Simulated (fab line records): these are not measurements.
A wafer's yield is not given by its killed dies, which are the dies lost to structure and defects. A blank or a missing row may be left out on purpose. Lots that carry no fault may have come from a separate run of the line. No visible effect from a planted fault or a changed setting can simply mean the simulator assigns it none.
fab line records ; flow gf180mcu
record lots=15; wafers=45; lastDay=34
route steps=602 shown HV_LDD@196 SALICIDE@283
lots that met no fault: from a run of the same line without faults
startH: hours from the record's first day to the start of the lot's first wafer shown ; waitH: hours since the lot's step before ; " the same as in the row above ; L1.1+2: a single row standing in for several wafers ; - value missing, or start not given ; * or withheld: withheld ; < > ~ a bound
route shown NAME@n: NAME is a module with steps in the file, n the number in the route of the first one ; usual: average and standard deviation across the fault-free wafers ; same: alike in all rows ; chamber/n: place in a boat ; sites: readings site by site ; _std_site: standard deviation across them ; _edge_site: the outer-site mean with the inner-site mean subtracted ; radiusMm: how far each site lies from the wafer's centre ; mask NAME#n: copy n ; behind: tool/chamber where the wafer was last shaped ; hold: cause of the lot's hold/its duration in hours/its outcome ; device: the transistor (n, p or np) that didn't switch ; end of line: the tests these same wafers got at the end of their route ; a step without rows: its recipe alone ; killed: dies lost to structure and defects at the first sort, not the wafer's yield ; map: shows each die of a wafer: x if killed, . if not, _ if none is there
set.NAME: the setting that was run; set.NAME@STEP: the one run at that earlier step ; model.NAME: the simulator's own value behind a step, which no gauge read
route steps across a sampled set of lots; one table per step, one row per wafer
services: the hour from which a tool's chamber was out of use, counted from the record's first day as startH (under 0 if before that day), plus the number of hours and why
## steps
# step GF_HV_LDD_OVL_MEAS_20
# usual HV_LDD_01_OVL=0.8/1.3
lot.wafer;tool;chamber;startH;waitH;HV_LDD_01_OVL[nm]
L263.2;overlay-02;-;234.38;0.1;0.4
L263.3;overlay-02;-;234.38;0.1;2.6
L263.5;overlay-02;-;234.38;0.1;2.0
L272.3;overlay-01;-;299.08;0.1;2.8
L272.5;overlay-01;-;299.08;0.1;1.6
L272.6;overlay-01;-;299.08;0.1;3.7
L273.1;overlay-01;-;307.75;0.1;0.4
L273.2;overlay-01;-;307.75;0.1;2.1
L273.6;overlay-01;-;307.75;0.1;0.8
L274.3;overlay-02;-;319.64;0.1;0.9
L274.5;overlay-02;-;319.64;0.1;1.8
L274.6;overlay-02;-;319.64;0.1;1.5
L275.2;overlay-01;-;325.64;0.1;-0.5
L275.5;overlay-01;-;325.64;0.1;0.5
L275.6;overlay-01;-;325.64;0.1;0.6
L276.1;overlay-01;-;340.23;0.1;1.5
L276.4;overlay-01;-;340.23;0.1;1.1
L276.6;overlay-01;-;340.23;0.1;1.3
L277.2;overlay-02;-;343.34;0.1;1.7
L277.4;overlay-02;-;343.34;0.1;1.0
L277.5;overlay-02;-;343.34;0.1;0.7
L278.1;overlay-02;-;348.93;0.1;0.5
L278.2;overlay-02;-;348.93;0.1;1.2
L278.4;overlay-02;-;348.93;0.1;1.2
L279.3;overlay-02;-;356.76;0.1;2.9
L279.4;overlay-02;-;356.76;0.1;-1.9
L279.6;overlay-02;-;356.76;0.1;-0.4
L280.1;overlay-01;-;363.15;0.1;0.9
L280.2;overlay-01;-;363.15;0.1;1.6
L280.3;overlay-01;-;363.15;0.1;-0.2
L282.2;overlay-02;-;376.04;0.1;-0.7
L282.5;overlay-02;-;376.04;0.1;1.1
L282.6;overlay-02;-;376.04;0.1;0.7
L283.1;overlay-02;-;386.80;0.1;2.4
L283.5;overlay-02;-;386.80;0.1;1.6
L283.6;overlay-02;-;386.80;0.1;0.7
L284.1;overlay-02;-;396.65;0.1;-0.7
L284.2;overlay-02;-;396.65;0.1;2.8
L284.4;overlay-02;-;396.65;0.1;0.9
L285.1;overlay-02;-;404.52;0.1;3.2
L285.3;overlay-02;-;404.52;0.1;2.1
L285.6;overlay-02;-;404.52;0.1;2.6
L286.2;overlay-02;-;414.08;0.1;0.3
L286.3;overlay-02;-;414.08;0.1;0.2
L286.4;overlay-02;-;414.08;0.1;-0.6
# step GF_HV_LDD_RTA_52
# recipe tempC=1000; timeS=10; ambient=N2
# usual annealTempCMax=1004.8/0.97; chamberO2Ppm=2.000/0.021; lampPowerPct=33/3.5; timeS=10/0; wafer_temp_C_max=1005.1/2.1
lot.wafer;tool;chamber;startH;waitH;annealTempCMax;chamberO2Ppm;lampPowerPct;timeS;wafer_temp_C_max
L263.2;rtpAnneal-02;0;273.56;0.0;1006.2;2.000;37;10;1001.9
L263.3;rtpAnneal-02;0;273.56;0.0;1004.6;1.997;37;10;1002.2
L263.5;rtpAnneal-02;0;273.56;0.0;1003.9;1.990;37;10;1002.7
L272.3;rtpAnneal-01;-;342.25;0.0;-;-;-;-;-
L272.5;rtpAnneal-01;-;342.25;0.0;-;-;-;-;-
L272.6;rtpAnneal-01;-;342.25;0.0;-;-;-;-;-
L273.1;rtpAnneal-02;-;351.58;0.0;-;-;-;-;-
L273.2;rtpAnneal-02;-;351.58;0.0;-;-;-;-;-
L273.6;rtpAnneal-02;-;351.58;0.0;-;-;-;-;-
L274.3;rtpAnneal-01;-;364.14;0.0;-;-;-;-;-
L274.5;rtpAnneal-01;-;364.14;0.0;-;-;-;-;-
L274.6;rtpAnneal-01;-;364.14;0.0;-;-;-;-;-
L275.2;rtpAnneal-02;0;370.75;0.0;1004.1;1.988;37;10;1004.3
L275.5;rtpAnneal-02;0;370.75;0.0;1007.1;1.964;37;10;1003.9
L275.6;rtpAnneal-02;0;370.75;0.0;1004.6;2.031;37;10;1003.9
L276.1;rtpAnneal-02;0;388.33;0.0;1005.6;1.998;37;10;1003.0
L276.4;rtpAnneal-02;0;388.33;0.0;1002.9;1.977;37;10;1003.3
L276.6;rtpAnneal-02;0;388.33;0.0;1004.4;2.001;37;10;1003.3
L277.2;rtpAnneal-01;0;389.97;0.0;1005.4;1.963;30;10;1006.6
L277.4;rtpAnneal-01;0;389.97;0.0;1004.6;2.011;30;10;1006.5
L277.5;rtpAnneal-01;0;389.97;0.0;1005.5;2.028;30;10;1006.1
L278.1;rtpAnneal-02;0;395.39;0.0;1004.2;2.018;37;10;1003.2
L278.2;rtpAnneal-02;0;395.39;0.0;1006.1;2.008;37;10;1003.4
L278.4;rtpAnneal-02;0;395.39;0.0;1004.3;2.001;37;10;1003.1
L279.3;rtpAnneal-02;0;403.47;0.0;1004.3;2.006;37;10;1003.8
L279.4;rtpAnneal-02;0;403.47;0.0;1003.5;1.965;37;10;1003.7
L279.6;rtpAnneal-02;0;403.47;0.0;1003.7;2.004;37;10;1003.5
L280.1;rtpAnneal-01;0;411.57;0.0;1005.8;2.009;30;10;1006.2
L280.2;rtpAnneal-01;0;411.57;0.0;1008.2;1.999;30;10;1008.0
L280.3;rtpAnneal-01;0;411.57;0.0;1003.3;2.002;30;10;1007.4
L282.2;rtpAnneal-01;0;424.39;0.0;1005.2;1.982;30;10;1006.9
L282.5;rtpAnneal-01;0;424.39;0.0;1005.3;2.019;30;10;1008.6
L282.6;rtpAnneal-01;0;424.39;0.0;1005.1;2.007;30;10;1008.0
L283.1;rtpAnneal-01;0;435.78;0.0;1003.6;2.003;30;10;1006.3
L283.5;rtpAnneal-01;0;435.78;0.0;1004.4;2.030;30;10;1006.6
L283.6;rtpAnneal-01;0;435.78;0.0;1004.6;2.004;30;10;1005.3
L284.1;rtpAnneal-01;0;445.39;0.0;1006.0;2.036;30;10;1008.5
L284.2;rtpAnneal-01;0;445.39;0.0;1005.7;2.006;30;10;1005.5
L284.4;rtpAnneal-01;0;445.39;0.0;1004.8;1.976;30;10;1006.5
L285.1;rtpAnneal-02;0;453.17;0.0;1004.0;2.040;37;10;1003.1
L285.3;rtpAnneal-02;0;453.17;0.0;1004.0;1.987;37;10;1002.1
L285.6;rtpAnneal-02;0;453.17;0.0;1004.5;2.012;37;10;1002.7
L286.2;rtpAnneal-01;0;464.43;0.0;1004.8;2.005;30;10;1007.8
L286.3;rtpAnneal-01;0;464.43;0.0;1003.9;1.961;30;10;1007.0
L286.4;rtpAnneal-01;0;464.43;0.0;1005.7;2.005;30;10;1006.9
# step GF_HV_LDD_RS_MEAS_53
# recipe thkMeasGauge=four-point-probe
# usual HV_LDD_RS=418.5/0.98
lot.wafer;tool;chamber;startH;waitH;HV_LDD_RS[ohm/sq]
L263.2;filmMetro-02;-;273.63;0.1;418.6
L263.3;filmMetro-02;-;273.63;0.1;419.1
L263.5;filmMetro-02;-;273.63;0.1;419.2
L272.3;filmMetro-04;-;342.34;0.1;-
L272.5;filmMetro-04;-;342.34;0.1;-
L272.6;filmMetro-04;-;342.34;0.1;-
L273.1;filmMetro-02;-;351.64;0.1;-
L273.2;filmMetro-02;-;351.64;0.1;-
L273.6;filmMetro-02;-;351.64;0.1;-
L274.3;filmMetro-03;-;364.22;0.1;-
L274.5;filmMetro-03;-;364.22;0.1;-
L274.6;filmMetro-03;-;364.22;0.1;-
L275.2;filmMetro-04;-;370.83;0.1;418.0
L275.5;filmMetro-04;-;370.83;0.1;418.0
L275.6;filmMetro-04;-;370.83;0.1;417.1
L276.1;filmMetro-03;-;388.39;0.1;419.5
L276.4;filmMetro-03;-;388.39;0.1;419.1
L276.6;filmMetro-03;-;388.39;0.1;418.6
L277.2;filmMetro-02;-;390.04;0.1;418.3
L277.4;filmMetro-02;-;390.04;0.1;418.1
L277.5;filmMetro-02;-;390.04;0.1;419.6
L278.1;filmMetro-04;-;395.46;0.1;417.3
L278.2;filmMetro-04;-;395.46;0.1;415.7
L278.4;filmMetro-04;-;395.46;0.1;416.8
L279.3;filmMetro-04;-;403.56;0.1;419.4
L279.4;filmMetro-04;-;403.56;0.1;419.2
L279.6;filmMetro-04;-;403.56;0.1;419.4
L280.1;filmMetro-03;-;411.63;0.1;418.9
L280.2;filmMetro-03;-;411.63;0.1;418.2
L280.3;filmMetro-03;-;411.63;0.1;418.6
L282.2;filmMetro-03;-;424.46;0.1;418.7
L282.5;filmMetro-03;-;424.46;0.1;417.5
L282.6;filmMetro-03;-;424.46;0.1;418.7
L283.1;filmMetro-03;-;435.85;0.1;419.4
L283.5;filmMetro-03;-;435.85;0.1;419.4
L283.6;filmMetro-03;-;435.85;0.1;418.0
L284.1;filmMetro-02;-;445.46;0.1;419.8
L284.2;filmMetro-02;-;445.46;0.1;419.1
L284.4;filmMetro-02;-;445.46;0.1;419.6
L285.1;filmMetro-02;-;453.23;0.1;417.9
L285.3;filmMetro-02;-;453.23;0.1;418.8
L285.6;filmMetro-02;-;453.23;0.1;419.2
L286.2;filmMetro-02;-;464.50;0.1;417.6
L286.3;filmMetro-02;-;464.50;0.1;418.1
L286.4;filmMetro-02;-;464.50;0.1;417.8
# step GF_SALICIDE_THK_MEAS_05
# recipe thkMeasGauge=xrf; reads=TiN_of_SALICIDE_SPUTTER_03
# usual SALICIDE_TIN_THK=19.76/0.21
lot.wafer;tool;chamber;startH;waitH;SALICIDE_TIN_THK[nm]
L263.2;filmMetro-04;-;338.91;0.1;20.06
L263.3;filmMetro-04;-;338.91;0.1;20.10
L263.5;filmMetro-04;-;338.91;0.1;20.03
L275.2;filmMetro-02;-;447.80;0.1;19.79
L275.5;filmMetro-02;-;447.80;0.1;20.09
L275.6;filmMetro-02;-;447.80;0.1;19.76
L276.1;filmMetro-01;-;464.45;0.1;19.72
L276.4;filmMetro-01;-;464.45;0.1;19.72
L276.6;filmMetro-01;-;464.45;0.1;19.96
L277.2;filmMetro-01;-;465.52;0.1;19.64
L277.4;filmMetro-01;-;465.52;0.1;19.54
L277.5;filmMetro-01;-;465.52;0.1;19.57
L278.1;filmMetro-04;-;471.68;0.1;19.63
L278.2;filmMetro-04;-;471.68;0.1;19.77
L278.4;filmMetro-04;-;471.68;0.1;19.64
L279.3;filmMetro-02;-;479.04;0.1;20.04
L279.4;filmMetro-02;-;479.04;0.1;20.01
L279.6;filmMetro-02;-;479.04;0.1;20.10
L280.1;filmMetro-04;-;488.17;0.1;19.94
L280.2;filmMetro-04;-;488.17;0.1;20.05
L280.3;filmMetro-04;-;488.17;0.1;19.95
L282.2;filmMetro-01;-;501.21;0.1;19.35
L282.5;filmMetro-01;-;501.21;0.1;19.73
L282.6;filmMetro-01;-;501.21;0.1;19.47
L283.1;filmMetro-01;-;512.30;0.1;19.67
L283.5;filmMetro-01;-;512.30;0.1;20.07
L283.6;filmMetro-01;-;512.30;0.1;19.91
L284.1;filmMetro-04;-;521.12;0.1;19.94
L284.2;filmMetro-04;-;521.12;0.1;19.68
L284.4;filmMetro-04;-;521.12;0.1;19.81
L285.1;filmMetro-01;-;530.18;0.1;19.93
L285.3;filmMetro-01;-;530.18;0.1;19.74
L285.6;filmMetro-01;-;530.18;0.1;19.98
L286.2;filmMetro-01;-;538.85;0.1;20.02
L286.3;filmMetro-01;-;538.85;0.1;19.61
L286.4;filmMetro-01;-;538.85;0.1;19.79
# step GF_SALICIDE_RTA_06
# recipe tempC=530; timeS=30; ambient=N2
# usual annealTempCMax=532.5/0.49; chamberO2Ppm=1.996/0.021; lampPowerPct=6.3/0.66; wafer_temp_C_max=532.7/1.2
# same timeS=30
lot.wafer;tool;chamber;startH;waitH;annealTempCMax;chamberO2Ppm;lampPowerPct;wafer_temp_C_max
L263.2;rtpAnneal-02;0;338.98;0.1;532.5;1.985;6.9;531.3
L263.3;rtpAnneal-02;0;338.98;0.1;532.1;2.017;6.9;531.2
L263.5;rtpAnneal-02;0;338.98;0.1;532.6;2.018;6.9;531.1
L275.2;rtpAnneal-01;0;447.86;0.1;533.0;1.999;5.6;533.5
L275.5;rtpAnneal-01;0;447.86;0.1;532.2;1.953;5.6;533.1
L275.6;rtpAnneal-01;0;447.86;0.1;532.5;1.967;5.6;533.9
L276.1;rtpAnneal-02;0;464.51;0.1;531.9;2.036;6.9;531.1
L276.4;rtpAnneal-02;0;464.51;0.1;531.7;1.996;6.9;532.1
L276.6;rtpAnneal-02;0;464.51;0.1;531.9;2.017;6.9;531.6
L277.2;rtpAnneal-02;0;465.59;0.1;531.4;2.003;6.9;531.5
L277.4;rtpAnneal-02;0;465.59;0.1;532.5;2.015;6.9;531.5
L277.5;rtpAnneal-02;0;465.59;0.1;532.9;2.035;6.9;532.0
L278.1;rtpAnneal-01;0;471.74;0.1;533.1;2.010;5.6;533.0
L278.2;rtpAnneal-01;0;471.74;0.1;532.4;2.011;5.6;533.5
L278.4;rtpAnneal-01;0;471.74;0.1;532.4;2.016;5.6;532.7
L279.3;rtpAnneal-02;0;479.11;0.1;531.4;1.939;6.9;531.4
L279.4;rtpAnneal-02;0;479.11;0.1;531.7;1.971;6.9;531.6
L279.6;rtpAnneal-02;0;479.11;0.1;532.0;1.998;6.9;531.3
L280.1;rtpAnneal-01;0;488.23;0.1;532.6;2.009;5.6;533.3
L280.2;rtpAnneal-01;0;488.23;0.1;532.5;2.009;5.6;534.6
L280.3;rtpAnneal-01;0;488.23;0.1;532.7;2.016;5.6;534.3
L282.2;rtpAnneal-02;0;501.28;0.1;532.1;2.005;6.9;531.6
L282.5;rtpAnneal-02;0;501.28;0.1;533.0;2.043;6.9;531.5
L282.6;rtpAnneal-02;0;501.28;0.1;532.6;2.026;6.9;532.1
L283.1;rtpAnneal-02;0;512.36;0.1;532.5;1.994;6.9;531.7
L283.5;rtpAnneal-02;0;512.36;0.1;532.0;1.990;6.9;531.4
L283.6;rtpAnneal-02;0;512.36;0.1;532.6;2.008;6.9;531.7
L284.1;rtpAnneal-02;0;521.18;0.1;533.1;2.006;6.9;531.2
L284.2;rtpAnneal-02;0;521.18;0.1;533.6;1.985;6.9;531.9
L284.4;rtpAnneal-02;0;521.18;0.1;532.5;1.981;6.9;531.5
L285.1;rtpAnneal-01;0;530.24;0.1;532.6;1.980;5.6;533.8
L285.3;rtpAnneal-01;0;530.24;0.1;531.9;1.985;5.6;533.9
L285.6;rtpAnneal-01;0;530.24;0.1;532.1;1.959;5.6;534.9
L286.2;rtpAnneal-01;0;538.91;0.1;533.0;2.016;5.6;532.9
L286.3;rtpAnneal-01;0;538.91;0.1;532.2;1.994;5.6;534.3
L286.4;rtpAnneal-01;0;538.91;0.1;532.4;2.025;5.6;534.4
## services
tool;chamber;startH;hours;kind
rtpAnneal-02;-;434.26;3.4;pm
## key
firstSign step=GF_HV_LDD_RTA_52; reading=toolRecord; direction=missing
effect step=GF_HV_LDD_RS_MEAS_53; reading=HV_LDD_RS; direction=missing
metAt GF_HV_LDD_RTA_52
struckLots L272,L273,L274
laterRowsLeftOut L272.3,L272.5,L272.6,L273.1,L273.2,L273.6,L274.3,L274.5,L274.6
sortLeftOut L272.3,L272.5,L272.6,L273.1,L273.2,L273.6,L274.3,L274.5,L274.6
testerLeftOut L272,L273,L274
notActingAt GF_HV_LDD_OVL_MEAS_20,GF_SALICIDE_THK_MEAS_05,GF_SALICIDE_RTA_06
onsetBetween 273.56 342.25
fault kind=skippedStepWhole; tool=rtpAnneal-01,rtpAnneal-02; chamber=-; onsetH=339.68; steps=GF_HV_LDD_RTA_52; scope=struckLotsOnly
# testerLeftOut: of these lots the tester's yield and bins aren't shown, on N5 and GAA mostly nor the transistor test; their killed dies are dies lost to structure and defects alone, not to doping, threshold or leakage, so they don't give the yield
# sortLeftOut: the simulated sort isn't trusted on such a fault, so these wafers' sort isn't shown, and their yield isn't known
# laterRowsLeftOut: the simulator's readings of these wafers behind a module that went badly wrong aren't trusted and aren't shown, but for the sort
